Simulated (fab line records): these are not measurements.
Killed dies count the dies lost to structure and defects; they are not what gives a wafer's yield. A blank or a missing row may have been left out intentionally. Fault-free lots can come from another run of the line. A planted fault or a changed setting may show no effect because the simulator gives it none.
What tool caused it? || flow gf180mcu || 13 lots with 39 wafers sampled at 4 steps, on a route of 602 steps

WHAT THE GAUGES SHOWED, per wafer
GF_V3_THK_MEAS_01.
{"lot": "L403", "measured": "day 21 10:35", "on": "film metro-04", "V3_CVD_00_THK (nm)": "591 589 603"}
{"lot": "L404", "measured": "day 21 17:43", "on": "film metro-03", "V3_CVD_00_THK (nm)": "598 607 592"}
{"lot": "L405", "measured": "day 22 03:56", "on": "film metro-04", "V3_CVD_00_THK (nm)": "592 595 602"}
{"lot": "L406", "measured": "day 22 12:45", "on": "film metro-04", "V3_CVD_00_THK (nm)": "604 596 613"}
{"lot": "L409", "measured": "day 23 22:52", "on": "film metro-02", "V3_CVD_00_THK (nm)": "595 603 599"}
{"lot": "L416", "measured": "day 26 09:23", "on": "film metro-03", "V3_CVD_00_THK (nm)": "723 595 613"}
{"lot": "L417", "measured": "day 26 13:23", "on": "film metro-04", "V3_CVD_00_THK (nm)": "589 719 718"}
{"lot": "L418", "measured": "day 26 19:02", "on": "film metro-02", "V3_CVD_00_THK (nm)": "590 598 601"}
{"lot": "L419", "measured": "day 27 05:53", "on": "film metro-04", "V3_CVD_00_THK (nm)": "608 612 585"}
{"lot": "L420", "measured": "day 27 10:14", "on": "film metro-04", "V3_CVD_00_THK (nm)": "581 602 586"}
{"lot": "L422", "measured": "day 28 01:24", "on": "film metro-03", "V3_CVD_00_THK (nm)": "603 604 600"}
{"lot": "L425", "measured": "day 28 18:38", "on": "film metro-04", "V3_CVD_00_THK (nm)": "591 614 607"}
{"lot": "L426", "measured": "day 29 06:01", "on": "film metro-02", "V3_CVD_00_THK (nm)": "594 618 599"}

WHICH TOOL RAN EACH LOT (tool, then ch and the chambers of the sampled wafers, then the start)
{"lot": "L403", "GF_M3_SPUTTER_00": "pvd sputter-04, day 20 09:27", "GF_M3_METAL_ETCH_16": "rie metal-02 ch 0,1, day 21 09:52", "GF_V3_CVD_00": "hdpcvd-01 ch 0,1,2, day 21 10:31"}
{"lot": "L404", "GF_M3_SPUTTER_00": "pvd sputter-02, day 20 16:14", "GF_M3_METAL_ETCH_16": "rie metal-02 ch 0,1, day 21 17:01", "GF_V3_CVD_00": "hdpcvd-02 ch 0,1,2, day 21 17:39"}
{"lot": "L405", "GF_M3_SPUTTER_00": "pvd sputter-04, day 21 03:18", "GF_M3_METAL_ETCH_16": "rie metal-01 ch 0, day 22 03:07", "GF_V3_CVD_00": "hdpcvd-01 ch 1,2, day 22 03:52"}
{"lot": "L406", "GF_M3_SPUTTER_00": "pvd sputter-02, day 21 11:55", "GF_M3_METAL_ETCH_16": "rie metal-01 ch 0, day 22 11:56", "GF_V3_CVD_00": "hdpcvd-02 ch 0,1,2, day 22 12:40"}
{"lot": "L409", "GF_M3_SPUTTER_00": "pvd sputter-01, day 22 23:04", "GF_M3_METAL_ETCH_16": "rie metal-01 ch 0,1, day 23 22:10", "GF_V3_CVD_00": "hdpcvd-01 ch 0,1, day 23 22:48"}
{"lot": "L416", "GF_M3_SPUTTER_00": "pvd sputter-04, day 25 11:02", "GF_M3_METAL_ETCH_16": "rie metal-03 ch 0,1, day 26 08:40", "GF_V3_CVD_00": "hdpcvd-02 ch 0,1,2, day 26 09:18"}
{"lot": "L417", "GF_M3_SPUTTER_00": "pvd sputter-01, day 25 15:10", "GF_M3_METAL_ETCH_16": "rie metal-01 ch 0,1, day 26 12:40", "GF_V3_CVD_00": "hdpcvd-02 ch 1,2, day 26 13:18"}
{"lot": "L418", "GF_M3_SPUTTER_00": "pvd sputter-04, day 25 21:01", "GF_M3_METAL_ETCH_16": "rie metal-03 ch 0,1, day 26 18:19", "GF_V3_CVD_00": "hdpcvd-01 ch 0,1,2, day 26 18:57"}
{"lot": "L419", "GF_M3_SPUTTER_00": "pvd sputter-04, day 26 09:14", "GF_M3_METAL_ETCH_16": "rie metal-03 ch 0,1, day 27 05:10", "GF_V3_CVD_00": "hdpcvd-01 ch 0,1,2, day 27 05:48"}
{"lot": "L420", "GF_M3_SPUTTER_00": "pvd sputter-01, day 26 13:14", "GF_M3_METAL_ETCH_16": "rie metal-03 ch 0,1, day 27 09:30", "GF_V3_CVD_00": "hdpcvd-01 ch 1,2, day 27 10:08"}
{"lot": "L422", "GF_M3_SPUTTER_00": "pvd sputter-01, day 27 04:08", "GF_M3_METAL_ETCH_16": "rie metal-03 ch 0,1, day 28 00:40", "GF_V3_CVD_00": "hdpcvd-01 ch 0,1, day 28 01:20"}
{"lot": "L425", "GF_M3_SPUTTER_00": "pvd sputter-01, day 27 22:15", "GF_M3_METAL_ETCH_16": "rie metal-01 ch 0,1, day 28 17:56", "GF_V3_CVD_00": "hdpcvd-01 ch 0,1,2, day 28 18:33"}
{"lot": "L426", "GF_M3_SPUTTER_00": "pvd sputter-02, day 28 09:56", "GF_M3_METAL_ETCH_16": "rie metal-03 ch 0,1, day 29 05:15", "GF_V3_CVD_00": "hdpcvd-02 ch 0,1,2, day 29 05:56"}
- GF_M3_SPUTTER_00: material Ti, target thk 37.5 nm, time 150 s.
- GF_M3_METAL_ETCH_16: etches the open film in Cl2/BCl3, stops on SiO2, target depth 627.5 nm, time 104.6 s.
- GF_V3_CVD_00: deposits SiO2, target thk 600 nm, time 100 s.

WHAT THE TOOLS THEMSELVES READ (means of the sampled wafers that have a number; where no wafer has one, the mark that the record gives instead)
GF_M3_SPUTTER_00.
{"lot": "L403", "tool": "pvd sputter-04", "chamber pressure pa (Pa)": 1.999, "throttle valve pct (%)": 31.4}
{"lot": "L404", "tool": "pvd sputter-02", "chamber pressure pa (Pa)": 2.002, "throttle valve pct (%)": 29.5}
{"lot": "L405", "tool": "pvd sputter-04", "chamber pressure pa (Pa)": 2.000, "throttle valve pct (%)": 29.0}
{"lot": "L406", "tool": "pvd sputter-02", "chamber pressure pa (Pa)": 1.998, "throttle valve pct (%)": 29.6}
{"lot": "L409", "tool": "pvd sputter-01", "chamber pressure pa (Pa)": 1.998, "throttle valve pct (%)": 30.6}
{"lot": "L416", "tool": "pvd sputter-04", "chamber pressure pa (Pa)": 2.003, "throttle valve pct (%)": 29.1}
{"lot": "L417", "tool": "pvd sputter-01", "chamber pressure pa (Pa)": 2.003, "throttle valve pct (%)": 30.2}
{"lot": "L418", "tool": "pvd sputter-04", "chamber pressure pa (Pa)": 2.001, "throttle valve pct (%)": 30.2}
{"lot": "L419", "tool": "pvd sputter-04", "chamber pressure pa (Pa)": 1.995, "throttle valve pct (%)": 30.4}
{"lot": "L420", "tool": "pvd sputter-01", "chamber pressure pa (Pa)": 2.000, "throttle valve pct (%)": 30.3}
{"lot": "L422", "tool": "pvd sputter-01", "chamber pressure pa (Pa)": 2.002, "throttle valve pct (%)": 30.4}
{"lot": "L425", "tool": "pvd sputter-01", "chamber pressure pa (Pa)": 1.999, "throttle valve pct (%)": 30.3}
{"lot": "L426", "tool": "pvd sputter-02", "chamber pressure pa (Pa)": 2.002, "throttle valve pct (%)": 29.7}

GF_M3_METAL_ETCH_16.
{"lot": "L403", "tool": "rie metal-02", "drypump motor current A (A)": 5.5, "oes product au (a.u.)": 0.969, "throttle valve pct (%)": 28.255}
{"lot": "L404", "tool": "rie metal-02", "drypump motor current A (A)": 5.3, "oes product au (a.u.)": 0.973, "throttle valve pct (%)": 28.247}
{"lot": "L405", "tool": "rie metal-01", "drypump motor current A (A)": 6.0, "oes product au (a.u.)": 0.973, "throttle valve pct (%)": 28.258}
{"lot": "L406", "tool": "rie metal-01", "drypump motor current A (A)": 6.0, "oes product au (a.u.)": 0.967, "throttle valve pct (%)": 28.248}
{"lot": "L409", "tool": "rie metal-01", "drypump motor current A (A)": 6.0, "oes product au (a.u.)": 0.970, "throttle valve pct (%)": 28.247}
{"lot": "L416", "tool": "rie metal-03", "drypump motor current A (A)": 5.7, "oes product au (a.u.)": 0.984, "throttle valve pct (%)": 28.249}
{"lot": "L417", "tool": "rie metal-01", "drypump motor current A (A)": 6.1, "oes product au (a.u.)": 0.972, "throttle valve pct (%)": 28.246}
{"lot": "L418", "tool": "rie metal-03", "drypump motor current A (A)": 6.2, "oes product au (a.u.)": 0.978, "throttle valve pct (%)": 28.244}
{"lot": "L419", "tool": "rie metal-03", "drypump motor current A (A)": 5.7, "oes product au (a.u.)": 0.975, "throttle valve pct (%)": 28.242}
{"lot": "L420", "tool": "rie metal-03", "drypump motor current A (A)": 6.2, "oes product au (a.u.)": 0.972, "throttle valve pct (%)": 28.250}
{"lot": "L422", "tool": "rie metal-03", "drypump motor current A (A)": 6.1, "oes product au (a.u.)": 0.973, "throttle valve pct (%)": 28.258}
{"lot": "L425", "tool": "rie metal-01", "drypump motor current A (A)": 6.1, "oes product au (a.u.)": 0.975, "throttle valve pct (%)": 28.249}
{"lot": "L426", "tool": "rie metal-03", "drypump motor current A (A)": 6.1, "oes product au (a.u.)": 0.965, "throttle valve pct (%)": 28.257}

GF_V3_CVD_00.
{"lot": "L403", "tool": "hdpcvd-01", "sih4 flow sccm (sccm)": 60.06}
{"lot": "L404", "tool": "hdpcvd-02", "sih4 flow sccm (sccm)": 60.05}
{"lot": "L405", "tool": "hdpcvd-01", "sih4 flow sccm (sccm)": 59.82}
{"lot": "L406", "tool": "hdpcvd-02", "sih4 flow sccm (sccm)": 59.97}
{"lot": "L409", "tool": "hdpcvd-01", "sih4 flow sccm (sccm)": 60.09}
{"lot": "L416", "tool": "hdpcvd-02", "sih4 flow sccm (sccm)": 63.90}
{"lot": "L417", "tool": "hdpcvd-02", "sih4 flow sccm (sccm)": 67.94}
{"lot": "L418", "tool": "hdpcvd-01", "sih4 flow sccm (sccm)": 59.69}
{"lot": "L419", "tool": "hdpcvd-01", "sih4 flow sccm (sccm)": 59.86}
{"lot": "L420", "tool": "hdpcvd-01", "sih4 flow sccm (sccm)": 60.13}
{"lot": "L422", "tool": "hdpcvd-01", "sih4 flow sccm (sccm)": 59.69}
{"lot": "L425", "tool": "hdpcvd-01", "sih4 flow sccm (sccm)": 60.02}
{"lot": "L426", "tool": "hdpcvd-02", "sih4 flow sccm (sccm)": 59.91}

THE ANSWER, worked out from the rows above alone
Rule: usual is defined by the lots themselves. The widest of any qualifying gaps counts: lots, ordered by their means at a reading, are off when they make up no more than a third of the lots, leave a main group of 4 or more, and stand apart from it by 3 or more times the standard deviation of that group's means. Not used: any main group whose means are identical at the precision the tables above print for the reading. Also off: a lot with no number at a reading for which 4 or more lots have one. Any other lot the step has rows for is counted as sound. Order of review: gauges by route order, followed by the tools' own readings, for which a lot's mean as printed above is used. At the first step where some lot is off, the reading lying furthest off is the one used; lots without a number count as furthest.
Off: L416, L417, seen at GF_V3_THK_MEAS_01 (V3_CVD_00_THK). For the main group the mean is 599 nm and the standard deviation 4.4.
A tool fits if, at a process step before that reading, it ran every lot that is off, and no sound lot after the first of them. The gauges at GF_V3_THK_MEAS_01 aren't tried: what is off there is off at GF_V3_CVD_00 too, on other tools, and a gauge's error can't cause that. Of those tried, none fits.

WHAT THE SIMULATOR PUT IN
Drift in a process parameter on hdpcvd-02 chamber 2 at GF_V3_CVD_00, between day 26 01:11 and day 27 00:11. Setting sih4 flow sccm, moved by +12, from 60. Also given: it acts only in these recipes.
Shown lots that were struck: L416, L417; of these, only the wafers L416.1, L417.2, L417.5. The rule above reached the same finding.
